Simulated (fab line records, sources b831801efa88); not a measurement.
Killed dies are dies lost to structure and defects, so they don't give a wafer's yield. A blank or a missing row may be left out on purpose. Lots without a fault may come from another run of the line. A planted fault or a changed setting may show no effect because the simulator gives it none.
One fault seen from 2 desks | flow sky130 | each desk has only its own numbers; what lay behind them comes last

THE METROLOGY DESK
What the gauges read, lot by lot, whatever tool the lot ran on: means of the sampled wafers that have a number. A lot is out of limits, marked OUT, if its mean lies more than 4 standard deviations from the usual mean; the brackets give that distance.
Columns: A = VIA4_W_RS at SKY_VIA4_RS_MEAS_19, usual 0.223 ohm/sq
lot  | first seen here | A
L294 | day 42 16:56    | 0.230
L295 | day 42 21:18    | 0.221
L296 | day 42 23:27    | 0.228
L297 | day 43 16:07    | 0.224
L298 | day 43 17:04    | 0.220
L303 | day 45 17:55    | 0.225
L305 | day 45 22:45    | 0.220
L307 | day 46 06:06    | 0.221
L309 | day 46 16:56    | 0.225
L312 | day 47 06:09    | 0.220
L313 | day 47 15:28    | 0.221
L315 | day 48 00:31    | 0.223
This desk's finding: nothing out of limits on any of the 12 lots.

THE TOOL OWNER'S DESK: cvd_w-02
The tool's own readings at SKY_VIA2_CVD_21 (deposits W, target thk 420 nm, time 126.4 s): means of the sampled wafers that have a number, for each lot that ran on this tool. A lot is out of limits, marked OUT, if its mean lies more than 4 standard deviations from the usual mean; the brackets give that distance.
Columns: A = heater_power_w at SKY_VIA2_CVD_21, usual 851 W
lot  | first seen here | A
L296 | day 36 11:15    | 835
L303 | day 39 15:33    | 830
L305 | day 39 21:12    | 834
L307 | day 40 06:03    | 816
This desk's finding: nothing out of limits on any of the 4 lots.

PUT TOGETHER
The metrology desk saw nothing out of limits.
The tool owner's desk saw nothing out of limits.

WHAT THE SIMULATOR HAD PUT IN
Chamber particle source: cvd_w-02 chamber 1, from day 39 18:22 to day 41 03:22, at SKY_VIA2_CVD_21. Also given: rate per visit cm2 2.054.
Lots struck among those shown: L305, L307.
